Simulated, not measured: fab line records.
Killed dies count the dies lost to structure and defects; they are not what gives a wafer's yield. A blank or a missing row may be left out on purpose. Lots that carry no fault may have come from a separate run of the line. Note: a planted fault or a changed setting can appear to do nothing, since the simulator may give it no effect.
Chamber matching || flow sky130 || 4 sister chambers for SKY_LI_CONTACT_CMP_24 on cmp-01
The step polishes, stops on PSG, t overpolish 20 s, target thk 0 nm. 4 wafers are shown with their chamber, then 7 later ones without.

== WAFERS WITH THEIR CHAMBER ==
{"wafer": "L360.4", "chamber": 0, "timeToEndpointS (s)": 100}
{"wafer": "L360.6", "chamber": 1, "timeToEndpointS (s)": 96}
{"wafer": "L362.1", "chamber": 2, "timeToEndpointS (s)": 98}
{"wafer": "L362.3", "chamber": 3, "timeToEndpointS (s)": 95}

== WAFERS WITHOUT THEIR CHAMBER ==
{"wafer": "L362.6", "timeToEndpointS (s)": 95}
{"wafer": "L369.3", "timeToEndpointS (s)": 92}
{"wafer": "L370.4", "timeToEndpointS (s)": 94}
{"wafer": "L370.6", "timeToEndpointS (s)": 89}
{"wafer": "L372.2", "timeToEndpointS (s)": 96}
{"wafer": "L372.4", "timeToEndpointS (s)": 93}
{"wafer": "L372.6", "timeToEndpointS (s)": 92}

== EACH ONE'S CHAMBER ==
{"wafer": "L362.6", "from the rows above": "can't be placed: 3 or 1 or 2 or 0", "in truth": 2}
{"wafer": "L369.3", "from the rows above": "can't be placed: 3 or 1 or 2 or 0", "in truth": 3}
{"wafer": "L370.4", "from the rows above": "can't be placed: 3 or 1 or 2 or 0", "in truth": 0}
{"wafer": "L370.6", "from the rows above": "can't be placed: 3 or 1 or 2 or 0", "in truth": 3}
{"wafer": "L372.2", "from the rows above": "can't be placed: 1 or 3 or 2 or 0", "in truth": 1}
{"wafer": "L372.4", "from the rows above": "can't be placed: 3 or 1 or 2 or 0", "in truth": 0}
{"wafer": "L372.6", "from the rows above": "can't be placed: 3 or 1 or 2 or 0", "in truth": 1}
Correctly placed: 0 of 7. These rows do not allow placing 7 (true chamber among the candidates in 7). Number placed wrongly: 0.
How it was worked out, from the rows above alone: a wafer's distance from a chamber is the root of the sum, over the readings, of the square of ((its reading less the chamber's mean) divided by the reading's scatter). The wafer belongs to the nearest chamber; if the next one is less than 2 further off, it can't be placed. For every chamber, the mean is computed from those of its wafers that are shown. The scatter: with one shown wafer a chamber, the root of the mean of the squares of how far each hidden wafer lies from its nearest shown one.
